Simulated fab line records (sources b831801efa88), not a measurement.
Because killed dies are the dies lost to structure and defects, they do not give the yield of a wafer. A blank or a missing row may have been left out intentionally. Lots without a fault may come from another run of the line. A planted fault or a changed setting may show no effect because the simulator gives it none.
fab line records ; flow sfqLine
record lots=7; wafers=21; lastDay=91
route steps=325 shown R5@220 I5@228 C5@240 M6@251 M8@325
lots that met no fault: taken from a fault-free run of the same line
startH: start of the lot's first displayed wafer, in hours after the record's first day ; waitH: hours from the lot's prior step to this one ; " unchanged from the row above ; L1.1+2: one row covering several wafers at once ; - no value present, or no start provided ; * or withheld: withheld ; < > ~ a bound
route shown NAME@n: NAME is a module with steps in the file, n the number in the route of the first one ; usual: average and standard deviation across the fault-free wafers ; same: alike in all rows ; chamber/n: place in a boat ; sites: the reading at each site ; _std_site: how widely they spread, as a standard deviation ; _edge_site: inner sites' mean taken away from outer sites' mean ; radiusMm: how far each site lies from the wafer's centre ; mask NAME#n: copy n ; behind: the last tool/chamber to shape the wafer ; hold: reason for holding the lot/hours on hold/outcome of the hold ; device: names the non-switching transistor (n, p or np) ; end of line: tests of these same wafers at the route's end ; a step given without rows: its recipe and nothing more ; killed: the dies lost at the first sort to structure and to defects; this is not the yield of the wafer ; map: shows each die of a wafer: x if killed, . if not, _ if none is there
set.NAME: the run value of the setting; set.NAME@STEP: its run value at that earlier step ; model.NAME: the simulator's own value behind a step, which no gauge read
lots at some steps of the route; a table a step, a row a wafer
services: a tool's chamber out of use, with start hour (startH, from the record's first day; less than 0 if before it), hours out, and reason
## steps
# step SFQ_TRILAYER_R5_LITHO_EXPOSE_137
# recipe maskId=R5; na=0.6; sourceShape=conventional; sigmaOuter=0.65; targetCdNm=500; doseMj=14.4
# step SFQ_TRILAYER_R5_LITHO_PEB_139
# recipe pebTempC=115; pebTimeS=60; resist=KrF
# step SFQ_TRILAYER_R5_LITHO_DEVELOP_138
# recipe timeS=60; resist=KrF
# step SFQ_R5_OVL_MEAS_935
# usual R5_OVL=-2/5.5
lot.wafer;tool;chamber;startH;waitH;R5_OVL[nm]
L433.3;overlay-01;-;1480.16;0.1;1
L433.4;overlay-01;-;1480.16;0.1;0
L433.5;overlay-01;-;1480.16;0.1;5
L440.1;overlay-02;-;1539.07;0.1;-1
L440.5;overlay-02;-;1539.07;0.1;4
L440.6;overlay-02;-;1539.07;0.1;8
L442.3;overlay-01;-;1552.28;0.1;2
L442.4;overlay-01;-;1552.28;0.1;-4
L442.5;overlay-01;-;1552.28;0.1;-1
L443.1;overlay-02;-;1573.87;0.1;-6
L443.2;overlay-02;-;1573.87;0.1;-10
L443.3;overlay-02;-;1573.87;0.1;-6
L444.2;overlay-02;-;1578.68;0.1;-7
L444.4;overlay-02;-;1578.68;0.1;-6
L444.5;overlay-02;-;1578.68;0.1;0
L452.1;overlay-01;-;1623.52;0.1;2
L452.3;overlay-01;-;1623.52;0.1;-2
L452.4;overlay-01;-;1623.52;0.1;4
L455.3;overlay-02;-;1658.80;0.1;4
L455.4;overlay-02;-;1658.80;0.1;5
L455.5;overlay-02;-;1658.80;0.1;1
# step SFQ_TRILAYER_R5_BARC_OPEN_METAL_ETCH_177
# recipe maskMaterial=PR; chemistry=O2; targetDepthNm=125; target=BARC; icpW=600; biasW=80; pressureMtorr=10; timeS=41.7
# usual drypumpMotorCurrentA=5.4/0.48; oesProductAu=0.685/0.0045
lot.wafer;tool;chamber;startH;waitH;drypumpMotorCurrentA;oesProductAu;rfHoursCounterH
L433.3;rieMetal-03;1;1480.20;0.0;4.9;0.686;-
L433.4;rieMetal-03;0;1480.20;0.0;5.7;0.682;-
L433.5;rieMetal-03;1;1480.20;0.0;4.9;0.684;-
L440.1;rieMetal-04;1;1539.11;0.0;6.1;0.693;36
L440.5;rieMetal-04;0;1539.11;0.0;5.0;0.689;-
L440.6;rieMetal-04;1;1539.11;0.0;6.2;0.684;-
L442.3;rieMetal-03;1;1552.33;0.0;4.9;0.684;-
L442.4;rieMetal-03;0;1552.33;0.0;5.7;0.686;-
L442.5;rieMetal-03;0;1552.33;0.0;5.6;0.695;-
L443.1;rieMetal-04;0;1573.91;0.0;5.0;0.684;75
L443.2;rieMetal-04;1;1573.91;0.0;6.2;0.682;40
L443.3;rieMetal-04;1;1573.91;0.0;6.2;0.682;-
L444.2;rieMetal-03;1;1578.71;0.0;4.9;0.697;12
L444.4;rieMetal-03;0;1578.71;0.0;5.6;0.688;-
L444.5;rieMetal-03;0;1578.71;0.0;5.6;0.681;-
L452.1;rieMetal-04;0;1623.55;0.0;5.0;0.685;82
L452.3;rieMetal-04;1;1623.55;0.0;6.2;0.688;-
L452.4;rieMetal-04;0;1623.55;0.0;5.0;0.684;-
L455.3;rieMetal-03;0;1658.87;0.1;5.7;0.681;-
L455.4;rieMetal-03;0;1658.87;0.1;5.7;0.684;-
L455.5;rieMetal-03;0;1658.87;0.1;5.7;0.690;-
# step SFQ_TRILAYER_R5_ETCH_METAL_ETCH_139
# recipe stopOn=SiO2; maskMaterial=PR; chemistry=Cl2; targetDepthNm=60; icpW=600; biasW=80; pressureMtorr=10; timeS=40
# usual drypumpMotorCurrentA=5.4/0.48; oesProductAu=0.991/0.0059
lot.wafer;tool;chamber;startH;waitH;drypumpMotorCurrentA;oesProductAu;rfHoursCounterH
L433.3;rieMetal-03;1;1480.26;0.0;4.9;0.984;-
L433.4;rieMetal-03;0;1480.26;0.0;5.6;0.996;-
L433.5;rieMetal-03;1;1480.26;0.0;4.9;0.989;-
L440.1;rieMetal-04;1;1539.17;0.0;6.2;0.990;36
L440.5;rieMetal-04;0;1539.17;0.0;5.0;0.999;-
L440.6;rieMetal-04;1;1539.17;0.0;6.2;0.992;-
L442.3;rieMetal-03;1;1552.39;0.0;4.9;0.992;-
L442.4;rieMetal-03;0;1552.39;0.0;5.6;0.987;-
L442.5;rieMetal-03;0;1552.39;0.0;5.6;0.988;-
L443.1;rieMetal-04;0;1573.97;0.0;5.0;0.985;75
L443.2;rieMetal-04;1;1573.97;0.0;6.2;0.991;40
L443.3;rieMetal-04;1;1573.97;0.0;6.2;0.996;-
L444.2;rieMetal-03;1;1578.77;0.0;4.9;0.989;12
L444.4;rieMetal-03;0;1578.77;0.0;5.6;0.995;-
L444.5;rieMetal-03;0;1578.77;0.0;5.7;1.001;-
L452.1;rieMetal-04;0;1623.61;0.0;5.0;0.989;82
L452.3;rieMetal-04;1;1623.61;0.0;6.2;0.979;-
L452.4;rieMetal-04;0;1623.61;0.0;5.0;0.999;-
L455.3;rieMetal-03;0;1658.99;0.1;5.7;0.988;-
L455.4;rieMetal-03;0;1658.99;0.1;5.7;0.994;-
L455.5;rieMetal-03;0;1658.99;0.1;5.6;1.001;-
# step SFQ_TRILAYER_R5_STRIP_STRIP_140
# recipe gas=O2; powerW=200; platenTempC=40; overashFraction=0.65; chemistry=O2; pressureMtorr=50
# step SFQ_TRILAYER_R5_STRIP_SOLV_CLEAN_141
# recipe chemistry=NMP; tempC=70; timeS=600
# step SFQ_TRILAYER_A5C_DEP_PECVD_142
# recipe material=SiO2; tempC=150; timeS=15.556; pressureTorr=2.4; rfW=183.3; precursor=SiH4/N2O; targetThkNm=70
# usual heaterPowerW=83/9.1; throttleValvePct=24.7/2.1
lot.wafer;tool;chamber;startH;waitH;heaterPowerW;throttleValvePct
L433.3;pecvd-02;1;1481.08;0.0;85;21.2
L433.4;pecvd-02;2;1481.08;0.0;94;22.6
L433.5;pecvd-02;0;1481.08;0.0;75;22.6
L440.1;pecvd-04;2;1540.00;0.0;98;24.6
L440.5;pecvd-04;2;1540.00;0.0;95;24.5
L440.6;pecvd-04;0;1540.00;0.0;80;28.7
L442.3;pecvd-04;1;1553.20;0.0;81;24.0
L442.4;pecvd-04;2;1553.20;0.0;98;24.6
L442.5;pecvd-04;1;1553.20;0.0;80;24.3
L443.1;pecvd-04;1;1574.80;0.0;79;24.3
L443.2;pecvd-04;0;1574.80;0.0;83;28.5
L443.3;pecvd-04;2;1574.80;0.0;90;24.6
L444.2;pecvd-02;0;1579.60;0.0;85;23.0
L444.4;pecvd-02;0;1579.60;0.0;84;22.7
L444.5;pecvd-02;2;1579.60;0.0;90;22.9
L452.1;pecvd-03;2;1624.45;0.0;60;26.2
L452.3;pecvd-03;0;1624.45;0.0;89;24.9
L452.4;pecvd-03;0;1624.45;0.0;86;24.9
L455.3;pecvd-04;1;1660.44;0.0;83;24.1
L455.4;pecvd-04;1;1660.44;0.0;84;24.1
L455.5;pecvd-04;2;1660.44;0.0;94;24.4
# step SFQ_TRILAYER_I5_LITHO_COAT_149
# recipe resist=BARC; spinRpm=3000; resistThkNm=62
# step SFQ_TRILAYER_I5_LITHO_COAT_144
# recipe resist=KrF; spinRpm=3000; resistThkNm=650
# step SFQ_TRILAYER_I5_LITHO_SOFTBAKE_148
# recipe tempC=withheld; timeS=withheld; resist=KrF
# step SFQ_TRILAYER_I5_LITHO_EXPOSE_145
# recipe maskId=I5; na=0.6; sourceShape=conventional; sigmaOuter=0.65; targetCdNm=700; doseMj=21.3
# same sigmaOuter=0.65
lot.wafer;tool;chamber;startH;waitH;mask;model.I5.overlayXNm
L433.3+4+5;krfScanner-02;0;1613.57;-;I5#0;-7.317
L440.1+5+6;krfScanner-02;0;1679.90;-;I5#0;-7.254
L442.3+4+5;krfScanner-02;0;1693.50;-;I5#0;151.4
L443.1+2+3;krfScanner-02;0;1713.50;-;I5#0;144.7
L444.2+4+5;krfScanner-02;0;1718.50;-;I5#0;147.9
L452.1+3+4;krfScanner-01;0;1749.27;-;I5#0;1.944
L455.3+4+5;krfScanner-01;0;1769.89;-;I5#0;-10.38
# step SFQ_TRILAYER_I5_LITHO_PEB_147
# recipe pebTempC=115; pebTimeS=60; resist=KrF
# step SFQ_TRILAYER_I5_LITHO_DEVELOP_146
# recipe timeS=60; resist=KrF
# step SFQ_I5_OVL_MEAS_936
# usual I5_OVL=-1/4.9
lot.wafer;tool;chamber;startH;waitH;hold;I5_OVL[nm]
L433.3;overlay-02;-;1614.68;0.1;-;-3
L433.4;overlay-02;-;1614.68;0.1;-;-4
L433.5;overlay-02;-;1614.68;0.1;-;-1
L440.1;overlay-02;-;1681.40;0.1;-;-6
L440.5;overlay-02;-;1681.40;0.1;-;-1
L440.6;overlay-02;-;1681.40;0.1;-;-4
L442.3;overlay-01;-;1694.61;0.1;awaitDispo/0.2h/release;145
L442.4;overlay-01;-;1694.61;0.1;awaitDispo/0.2h/release;145
L442.5;overlay-01;-;1694.61;0.1;awaitDispo/0.2h/release;149
L442.3;overlay-01;-;1694.81;0.2;-;143
L442.4;overlay-01;-;1694.81;0.2;-;144
L442.5;overlay-01;-;1694.81;0.2;-;148
L443.1;overlay-01;-;1715.16;0.1;awaitDispo/0.2h/release;145
L443.2;overlay-01;-;1715.16;0.1;awaitDispo/0.2h/release;142
L443.3;overlay-01;-;1715.16;0.1;awaitDispo/0.2h/release;149
L443.1;overlay-01;-;1715.36;0.2;-;142
L443.2;overlay-01;-;1715.36;0.2;-;141
L443.3;overlay-01;-;1715.36;0.2;-;147
L444.2;overlay-02;-;1719.80;0.1;awaitDispo/0.2h/release;143
L444.4;overlay-02;-;1719.80;0.1;awaitDispo/0.2h/release;148
L444.5;overlay-02;-;1719.80;0.1;awaitDispo/0.2h/release;150
L444.2;overlay-02;-;1720.01;0.2;-;142
L444.4;overlay-02;-;1720.01;0.2;-;148
L444.5;overlay-02;-;1720.01;0.2;-;147
L452.1;overlay-01;-;1750.77;0.1;-;1
L452.3;overlay-01;-;1750.77;0.1;-;0
L452.4;overlay-01;-;1750.77;0.1;-;-2
L455.3;overlay-01;-;1771.01;0.1;-;1
L455.4;overlay-01;-;1771.01;0.1;-;-1
L455.5;overlay-01;-;1771.01;0.1;-;-8
# step SFQ_TRILAYER_I5_ETCH_VIA_ETCH_147
# recipe stopOn=Nb; maskMaterial=PR; chemistry=CHF3; targetDepthNm=360; sourceW=500; biasW=80; pressureMtorr=30; timeS=withheld
# step SFQ_TRILAYER_I5_STRIP_STRIP_148
# recipe gas=O2; powerW=200; platenTempC=40; overashFraction=0.65; chemistry=O2; pressureMtorr=50
# step SFQ_TRILAYER_I5_STRIP_SOLV_CLEAN_149
# recipe chemistry=NMP; tempC=70; timeS=600
# step SFQ_TRILAYER_C5_LITHO_COAT_156
# recipe resist=BARC; spinRpm=3000; resistThkNm=62
# step SFQ_TRILAYER_C5_LITHO_COAT_151
# recipe resist=KrF; spinRpm=3000; resistThkNm=650
# step SFQ_TRILAYER_C5_LITHO_SOFTBAKE_155
# recipe tempC=withheld; timeS=withheld; resist=KrF
# step SFQ_TRILAYER_C5_LITHO_EXPOSE_152
# recipe maskId=C5; na=0.6; sourceShape=conventional; sigmaOuter=0.65; targetCdNm=500; doseMj=21.3
# step SFQ_TRILAYER_C5_LITHO_PEB_154
# recipe pebTempC=115; pebTimeS=60; resist=KrF
# step SFQ_TRILAYER_C5_LITHO_DEVELOP_153
# recipe timeS=60; resist=KrF
# step SFQ_C5_OVL_MEAS_937
# usual C5_OVL=-2/6
lot.wafer;tool;chamber;startH;waitH;C5_OVL[nm]
L433.3;overlay-02;-;1652.48;0.1;-1
L433.4;overlay-02;-;1652.48;0.1;-7
L433.5;overlay-02;-;1652.48;0.1;4
L440.1;overlay-01;-;1783.19;0.1;6
L440.5;overlay-01;-;1783.19;0.1;7
L440.6;overlay-01;-;1783.19;0.1;6
L442.3;overlay-01;-;1794.10;0.1;8
L442.4;overlay-01;-;1794.10;0.1;-5
L442.5;overlay-01;-;1794.10;0.1;4
L443.1;overlay-02;-;1807.29;0.1;7
L443.2;overlay-02;-;1807.29;0.1;-3
L443.3;overlay-02;-;1807.29;0.1;8
L444.2;overlay-01;-;1813.42;0.1;-8
L444.4;overlay-01;-;1813.42;0.1;-14
L444.5;overlay-01;-;1813.42;0.1;-3
L452.1;overlay-01;-;1855.70;0.1;-5
L452.3;overlay-01;-;1855.70;0.1;0
L452.4;overlay-01;-;1855.70;0.1;3
L455.3;overlay-02;-;1878.52;0.1;6
L455.4;overlay-02;-;1878.52;0.1;-1
L455.5;overlay-02;-;1878.52;0.1;8
# step SFQ_TRILAYER_C5_BARC_OPEN_VIA_ETCH_210
# recipe maskMaterial=PR; chemistry=O2; targetDepthNm=125; target=BARC; sourceW=500; biasW=80; pressureMtorr=30; timeS=41.7
# step SFQ_TRILAYER_C5_ETCH_VIA_ETCH_154
# recipe target=SiO2; maskMaterial=PR; chemistry=CHF3; targetDepthNm=84; sourceW=500; biasW=80; pressureMtorr=30; timeS=withheld; stopOn=Nb
# step SFQ_TRILAYER_C5_STRIP_STRIP_155
# recipe gas=O2; powerW=200; platenTempC=40; overashFraction=0.65; chemistry=O2; pressureMtorr=50
# usual drypumpMotorCurrentA=5.4/0.51; oesProductAu=1.002/0.012
lot.wafer;tool;chamber;startH;waitH;drypumpMotorCurrentA;oesProductAu;rfHoursCounterH
L433.3;rieMetal-04;0;1652.80;-;5.0;1.003;-
L433.4;rieMetal-04;1;1652.80;-;6.2;0.988;-
L433.5;rieMetal-04;0;1652.80;-;5.0;1.006;-
L440.1;rieMetal-02;1;1783.31;-;4.8;0.990;87
L440.5;rieMetal-02;0;1783.31;-;5.8;1.023;-
L440.6;rieMetal-02;1;1783.31;-;4.8;0.985;-
L442.3;rieMetal-01;1;1794.41;-;5.0;0.988;-
L442.4;rieMetal-01;0;1794.41;-;5.8;1.002;-
L442.5;rieMetal-01;0;1794.41;-;5.8;1.001;-
L443.1;rieMetal-04;1;1807.41;-;6.2;1.001;69
L443.2;rieMetal-04;0;1807.41;-;5.0;1.007;104
L443.3;rieMetal-04;0;1807.41;-;5.0;1.013;-
L444.2;rieMetal-02;0;1813.54;-;5.8;1.021;16
L444.4;rieMetal-02;0;1813.54;-;5.8;1.021;-
L444.5;rieMetal-02;1;1813.54;-;4.8;0.982;-
L452.1;rieMetal-02;1;1855.83;-;4.8;0.975;96
L452.3;rieMetal-02;0;1855.83;-;5.8;1.014;-
L452.4;rieMetal-02;1;1855.83;-;4.8;0.980;-
L455.3;rieMetal-02;1;1878.83;-;4.8;0.986;-
L455.4;rieMetal-02;0;1878.83;-;5.8;1.019;-
L455.5;rieMetal-02;1;1878.83;-;4.8;0.983;-
# step SFQ_TRILAYER_C5_STRIP_SOLV_CLEAN_156
# recipe chemistry=NMP; tempC=70; timeS=600
# step SFQ_TRILAYER_M6_DEP_PRE_CLEAN_158
# recipe gas=Ar; timeS=22.5; biasV=250
# step SFQ_TRILAYER_M6_DEP_SPUTTER_157
# recipe material=Nb; basePressurePa=1.33e-06; chamberPressurePa=0.1333; substrateTempC=20; targetThkNm=200; powerW=2000; timeS=133.3
# usual throttleValvePct=29.4/1.2
lot.wafer;tool;chamber;startH;waitH;throttleValvePct
L433.3;pvdSputter-04;-;1653.40;0.0;29.5
L433.4;pvdSputter-04;-;1653.40;0.0;28.8
L433.5;pvdSputter-04;-;1653.40;0.0;29.9
L440.1;pvdSputter-05;-;1784.12;0.0;29.7
L440.5;pvdSputter-05;-;1784.12;0.0;32.7
L440.6;pvdSputter-05;-;1784.12;0.0;27.7
L442.3;pvdSputter-05;-;1795.02;0.0;29.4
L442.4;pvdSputter-05;-;1795.02;0.0;27.7
L442.5;pvdSputter-05;-;1795.02;0.0;29.9
L443.1;pvdSputter-05;-;1808.22;0.0;27.7
L443.2;pvdSputter-05;-;1808.22;0.0;29.5
L443.3;pvdSputter-05;-;1808.22;0.0;32.8
L444.2;pvdSputter-06;-;1814.34;0.0;29.3
L444.4;pvdSputter-06;-;1814.34;0.0;29.8
L444.5;pvdSputter-06;-;1814.34;0.0;28.9
L452.1;pvdSputter-05;-;1856.63;0.0;30.2
L452.3;pvdSputter-05;-;1856.63;0.0;27.6
L452.4;pvdSputter-05;-;1856.63;0.0;32.6
L455.3;pvdSputter-06;-;1879.61;0.0;29.4
L455.4;pvdSputter-06;-;1879.61;0.0;29.8
L455.5;pvdSputter-06;-;1879.61;0.0;28.8
# step SFQ_M6_RS_MEAS_938
# recipe thkMeasGauge=four-point-probe; reads=Nb_of_TRILAYER_M6_DEP_SPUTTER_157
# usual M6_NB_RS=0.893/0.0099
lot.wafer;tool;chamber;startH;waitH;M6_NB_RS[ohm/sq]
L433.3;filmMetro-03;-;1653.53;0.1;0.887
L433.4;filmMetro-03;-;1653.53;0.1;0.897
L433.5;filmMetro-03;-;1653.53;0.1;0.880
L440.1;filmMetro-03;-;1784.21;0.0;0.903
L440.5;filmMetro-03;-;1784.21;0.0;0.888
L440.6;filmMetro-03;-;1784.21;0.0;0.902
L442.3;filmMetro-01;-;1795.15;0.1;0.893
L442.4;filmMetro-01;-;1795.15;0.1;0.901
L442.5;filmMetro-01;-;1795.15;0.1;0.895
L443.1;filmMetro-03;-;1808.31;0.0;0.901
L443.2;filmMetro-03;-;1808.31;0.0;0.899
L443.3;filmMetro-03;-;1808.31;0.0;0.895
L444.2;filmMetro-02;-;1814.45;0.1;0.903
L444.4;filmMetro-02;-;1814.45;0.1;0.907
L444.5;filmMetro-02;-;1814.45;0.1;0.911
L452.1;filmMetro-02;-;1856.72;0.0;0.896
L452.3;filmMetro-02;-;1856.72;0.0;0.890
L452.4;filmMetro-02;-;1856.72;0.0;0.882
L455.3;filmMetro-01;-;1879.74;0.1;0.889
L455.4;filmMetro-01;-;1879.74;0.1;0.892
L455.5;filmMetro-01;-;1879.74;0.1;0.903
# step SFQ_TRILAYER_M6_LITHO_COAT_164
# recipe resist=BARC; spinRpm=3000; resistThkNm=62
# step SFQ_TRILAYER_M6_LITHO_COAT_159
# recipe resist=KrF; spinRpm=3000; resistThkNm=600
# step SFQ_TRILAYER_M6_LITHO_SOFTBAKE_163
# recipe tempC=withheld; timeS=withheld; resist=KrF
# step SFQ_TRILAYER_M6_LITHO_EXPOSE_160
# recipe maskId=M6; na=0.6; sourceShape=conventional; sigmaOuter=0.65; targetCdNm=500; doseMj=14.4
# step SFQ_TRILAYER_M6_LITHO_PEB_162
# recipe pebTempC=115; pebTimeS=60; resist=KrF
# step SFQ_TRILAYER_M6_LITHO_DEVELOP_161
# recipe timeS=60; resist=KrF
# step SFQ_M6_OVL_MEAS_940
# usual M6_OVL=5/4.6
lot.wafer;tool;chamber;startH;waitH;M6_OVL[nm]
L433.3;overlay-01;-;1736.61;0.1;15
L433.4;overlay-01;-;1736.61;0.1;9
L433.5;overlay-01;-;1736.61;0.1;11
L440.1;overlay-02;-;1791.69;0.1;7
L440.5;overlay-02;-;1791.69;0.1;-3
L440.6;overlay-02;-;1791.69;0.1;5
L442.3;overlay-01;-;1797.55;0.1;6
L442.4;overlay-01;-;1797.55;0.1;0
L442.5;overlay-01;-;1797.55;0.1;2
L443.1;overlay-02;-;1837.64;0.1;4
L443.2;overlay-02;-;1837.64;0.1;2
L443.3;overlay-02;-;1837.64;0.1;5
L444.2;overlay-02;-;1840.04;0.1;7
L444.4;overlay-02;-;1840.04;0.1;2
L444.5;overlay-02;-;1840.04;0.1;2
L452.1;overlay-02;-;1869.47;0.1;8
L452.3;overlay-02;-;1869.47;0.1;8
L452.4;overlay-02;-;1869.47;0.1;11
L455.3;overlay-01;-;1893.03;0.1;8
L455.4;overlay-01;-;1893.03;0.1;9
L455.5;overlay-01;-;1893.03;0.1;7
# step SFQ_M8_BOW_MEAS_951
# recipe mode=bow
# usual M8_BOW=10/9.5
lot.wafer;tool;chamber;startH;waitH;M8_BOW[um];model.etest.i5.linkOhm
L433.3;filmMetro-02;-;1972.44;0.0;20;2.255
L433.4;filmMetro-02;-;1972.44;0.0;15;2.261
L433.5;filmMetro-02;-;1972.44;0.0;6;2.255
L440.1;filmMetro-03;-;2024.66;0.0;13;2.294
L440.5;filmMetro-03;-;2024.66;0.0;23;2.277
L440.6;filmMetro-03;-;2024.66;0.0;18;2.279
L442.3;filmMetro-01;-;2030.56;0.0;20;2.318
L442.4;filmMetro-01;-;2030.56;0.0;18;2.331
L442.5;filmMetro-01;-;2030.56;0.0;23;2.326
L443.1;filmMetro-03;-;2046.70;0.0;8;2.321
L443.2;filmMetro-03;-;2046.70;0.0;15;2.343
L443.3;filmMetro-03;-;2046.70;0.0;5;2.335
L444.2;filmMetro-02;-;2125.92;0.0;-2;2.327
L444.4;filmMetro-02;-;2125.92;0.0;-12;2.339
L444.5;filmMetro-02;-;2125.92;0.0;0;2.343
L452.1;filmMetro-02;-;2178.64;0.0;15;2.283
L452.3;filmMetro-02;-;2178.64;0.0;18;2.281
L452.4;filmMetro-02;-;2178.64;0.0;24;2.263
L455.3;filmMetro-02;-;2182.27;0.0;31;2.275
L455.4;filmMetro-02;-;2182.27;0.0;30;2.277
L455.5;filmMetro-02;-;2182.27;0.0;21;2.287
## services
tool;chamber;startH;hours;kind
rieMetal-04;-;1469.06;1.0;repair
rieMetal-02;-;1479.87;2.8;pm
krfScanner-02;-;1482.58;0.8;pm
krfScanner-02;-;1485.45;1.0;pm
rieMetal-04;1;1489.88;6.7;repair
krfScanner-02;-;1616.77;1.3;pm
rieMetal-03;-;1627.91;14.6;pm
krfScanner-02;-;1632.80;2.5;repair
krfScanner-02;-;1650.85;0.8;pm
krfScanner-02;-;1654.45;1.0;pm
rieMetal-03;0;1705.11;4.5;repair
rieMetal-03;-;1705.53;1.1;repair
rieMetal-03;-;1712.25;2.8;pm
krfScanner-02;-;1721.54;0.3;repair
krfScanner-02;-;1742.17;1.1;repair
krfScanner-02;-;1754.97;4.0;pm
krfScanner-02;-;1760.83;0.3;repair
krfScanner-02;-;1788.89;1.3;pm
krfScanner-02;-;1791.81;0.4;repair
krfScanner-02;-;1808.19;21.0;pm
rieMetal-04;1;1825.49;3.2;repair
krfScanner-02;-;1829.19;0.8;pm
krfScanner-02;-;1829.94;1.0;pm
krfScanner-02;-;1842.28;3.5;repair
## key
firstSign step=SFQ_I5_OVL_MEAS_936; reading=visit; direction=added
effect step=SFQ_I5_OVL_MEAS_936; reading=I5_OVL; direction=up; sigmas=30; usual=-1; struck=146
modelEffect step=SFQ_TRILAYER_I5_LITHO_EXPOSE_145; value=I5.overlayXNm; without=3.876; struck=148
modelEffect step=SFQ_M8_BOW_MEAS_951; value=etest.i5.linkOhm; without=2.282; struck=2.331
metAt SFQ_TRILAYER_I5_LITHO_EXPOSE_145
struckWafers L442.3,L442.4,L442.5,L443.1,L443.2,L443.3,L444.2,L444.4,L444.5
onsetBetween 1679.90 1693.50
fault kind=scannerMatchingOverlay; tool=krfScanner-02; chamber=-; onsetH=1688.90; steps=SFQ_TRILAYER_I5_LITHO_EXPOSE_145; offset=144.11
